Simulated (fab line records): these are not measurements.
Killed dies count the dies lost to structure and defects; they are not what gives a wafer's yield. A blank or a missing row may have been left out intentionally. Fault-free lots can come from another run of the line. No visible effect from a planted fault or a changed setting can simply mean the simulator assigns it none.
Which tool is to blame? / flow sky130 / 11 lots, 31 wafers sampled, at 4 steps of a route of 708

## WHAT EACH GAUGE READ, for each wafer
SKY_LDD_HVN_OVL_MEAS_07.
lot=L702; measured=day 20 04:41; on=overlay-02; LDD_HVN_OVL (nm)=1.9 1.4 2.6
lot=L705; measured=day 21 07:01; on=overlay-01; LDD_HVN_OVL (nm)=-1.2 -0.1 -0.4
lot=L707; measured=day 22 20:24; on=overlay-02; LDD_HVN_OVL (nm)=-1.0 1.3 0.2
lot=L709; measured=day 23 08:04; on=overlay-02; LDD_HVN_OVL (nm)=-2.9 -3.2 -1.0
lot=L708; measured=day 23 10:34; on=overlay-01; LDD_HVN_OVL (nm)=-3.0 0.1 1.3
lot=L710; measured=day 23 17:06; on=overlay-02; LDD_HVN_OVL (nm)=-1.2 -0.1 1.0
lot=L711; measured=day 23 18:50; on=overlay-02; LDD_HVN_OVL (nm)=0.5 0.7 -1.5
lot=L712; measured=day 24 06:02; on=overlay-02; LDD_HVN_OVL (nm)=0.0 0.6
lot=L713; measured=day 24 19:34; on=overlay-01; LDD_HVN_OVL (nm)=2.5 1.8
lot=L724; measured=day 28 08:16; on=overlay-01; LDD_HVN_OVL (nm)=0.0 -0.7 0.1
lot=L725; measured=day 28 12:15; on=overlay-01; LDD_HVN_OVL (nm)=-0.8 -2.3 -2.5

SKY_CONTACT_RS_MEAS_25: measures by four-point-probe.
lot=L702; measured=day 31 14:06; on=film-metro-02; CONTACT_W_RS (ohm/sq)=0.334 0.337 0.336
lot=L705; measured=day 32 10:25; on=film-metro-01; CONTACT_W_RS (ohm/sq)=0.338 0.341 0.338
lot=L707; measured=day 33 18:27; on=film-metro-02; CONTACT_W_RS (ohm/sq)=0.340 0.335 0.331
lot=L709; measured=day 34 05:08; on=film-metro-04; CONTACT_W_RS (ohm/sq)=0.337 0.335 0.338
lot=L708; measured=day 34 06:46; on=film-metro-01; CONTACT_W_RS (ohm/sq)=0.336 0.337 0.337
lot=L710; measured=day 34 14:10; on=film-metro-04; CONTACT_W_RS (ohm/sq)=0.339 0.475 0.337 0.340 0.474 0.338
lot=L711; measured=day 34 16:18; on=film-metro-04; CONTACT_W_RS (ohm/sq)=0.334 0.340 0.335
lot=L712; measured=day 35 03:47; on=film-metro-04; CONTACT_W_RS (ohm/sq)=0.338 0.485 0.338 0.486
lot=L713; measured=day 35 14:38; on=film-metro-04; CONTACT_W_RS (ohm/sq)=0.483 0.343 0.483 0.343
lot=L724; measured=day 38 19:12; on=film-metro-04; CONTACT_W_RS (ohm/sq)=0.332 0.331 0.334
lot=L725; measured=day 38 21:18; on=film-metro-02; CONTACT_W_RS (ohm/sq)=0.333 0.335 0.338

SKY_CONTACT_THK_MEAS_26: measures by xrf.
lot=L702; measured=day 31 14:13; on=film-metro-02; CONTACT_W_THK (nm)=346 346 346
lot=L705; measured=day 32 10:30; on=film-metro-01; CONTACT_W_THK (nm)=344 339 341
lot=L707; measured=day 33 18:34; on=film-metro-02; CONTACT_W_THK (nm)=346 348 352
lot=L709; measured=day 34 05:14; on=film-metro-04; CONTACT_W_THK (nm)=343 343 338
lot=L708; measured=day 34 06:53; on=film-metro-01; CONTACT_W_THK (nm)=344 343 343
lot=L710; measured=day 34 20:54; on=film-metro-04; CONTACT_W_THK (nm)=339 243 340 341 243 340
lot=L711; measured=day 34 16:24; on=film-metro-04; CONTACT_W_THK (nm)=344 340 344
lot=L712; measured=day 35 10:11; on=film-metro-04; CONTACT_W_THK (nm)=341 238 342 238
lot=L713; measured=day 35 19:07; on=film-metro-04; CONTACT_W_THK (nm)=240 334 238 338
lot=L724; measured=day 38 19:19; on=film-metro-04; CONTACT_W_THK (nm)=347 348 347
lot=L725; measured=day 38 21:25; on=film-metro-02; CONTACT_W_THK (nm)=350 349 347

## TOOL THAT RAN EACH LOT (tool first, then ch and the chambers of the sampled wafers, then the start)
lot=L702; SKY_CONTACT_CVD_24=cvd-w-01 ch 0,1, day 31 13:58
lot=L705; SKY_CONTACT_CVD_24=cvd-w-02 ch 0,1, day 32 10:17
lot=L707; SKY_CONTACT_CVD_24=cvd-w-01 ch 1, day 33 18:20
lot=L709; SKY_CONTACT_CVD_24=cvd-w-01 ch 0,1, day 34 05:00
lot=L708; SKY_CONTACT_CVD_24=cvd-w-01 ch 0,1, day 34 06:38
lot=L710; SKY_CONTACT_CVD_24=cvd-w-01 ch 0,1, day 34 14:03
lot=L711; SKY_CONTACT_CVD_24=cvd-w-02 ch 0,1, day 34 16:11
lot=L712; SKY_CONTACT_CVD_24=cvd-w-01 ch 0,1, day 35 03:40
lot=L713; SKY_CONTACT_CVD_24=cvd-w-01 ch 0,1, day 35 14:31
lot=L724; SKY_CONTACT_CVD_24=cvd-w-02 ch 0,1, day 38 19:05
lot=L725; SKY_CONTACT_CVD_24=cvd-w-02 ch 0,1, day 38 21:11
- SKY_CONTACT_CVD_24: deposits W, target thk 340 nm, time 102.12 s.

## AS READ BY THE TOOLS THEMSELVES (means over the sampled wafers that have a number; for cases with no such wafer, the mark the record gives instead)
SKY_CONTACT_CVD_24.
lot=L702; tool=cvd-w-01; heater-power-w (W)=1003
lot=L705; tool=cvd-w-02; heater-power-w (W)=873
lot=L707; tool=cvd-w-01; heater-power-w (W)=945
lot=L709; tool=cvd-w-01; heater-power-w (W)=1038
lot=L708; tool=cvd-w-01; heater-power-w (W)=989
lot=L710; tool=cvd-w-01; heater-power-w (W)=1030
lot=L711; tool=cvd-w-02; heater-power-w (W)=875
lot=L712; tool=cvd-w-01; heater-power-w (W)=1020
lot=L713; tool=cvd-w-01; heater-power-w (W)=1022
lot=L724; tool=cvd-w-02; heater-power-w (W)=875
lot=L725; tool=cvd-w-02; heater-power-w (W)=884

## THE ANSWER, worked out from the rows above alone
Rule: the usual values come from the lots themselves. Put in order of their means at a reading, lots are off if they are a third of the lots or fewer, leave a main group of 4 or more, and stand apart from it by a gap of 3 or more times the standard deviation of the main group's means; of several such gaps the widest counts. A main group is skipped when, at the precision printed for the reading in the tables above, its means are all equal. A lot without any number at a reading at which 4 lots or more have one is off too. All remaining lots with rows at the step are treated as sound. Order of review: gauges by route order, followed by the tools' own readings, for which a lot's mean as printed above is used. At the first step where some lot is off, the reading lying furthest off is the one used; lots without a number count as furthest.
Off: L710, L712, L713, seen at SKY_CONTACT_RS_MEAS_25 (CONTACT_W_RS). The main group: mean 0.336 ohm/sq, standard deviation 0.0017.
If a tool, at a process step before that reading, ran all the lots that are off and no sound lot after the first of them, it fits. The gauges at SKY_CONTACT_RS_MEAS_25 are tried like those tools. One fits: SKY_CONTACT_CVD_24 on cvd-w-01. Its last sound lot is L708 (day 34 06:38), its first lot that is off L710 (day 34 14:03): a fault that began between those two fits.

## WHAT THE SIMULATOR HAD INSERTED
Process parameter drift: cvd-w-01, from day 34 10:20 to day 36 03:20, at SKY_CONTACT_CVD_24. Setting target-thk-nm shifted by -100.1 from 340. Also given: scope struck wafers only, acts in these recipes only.
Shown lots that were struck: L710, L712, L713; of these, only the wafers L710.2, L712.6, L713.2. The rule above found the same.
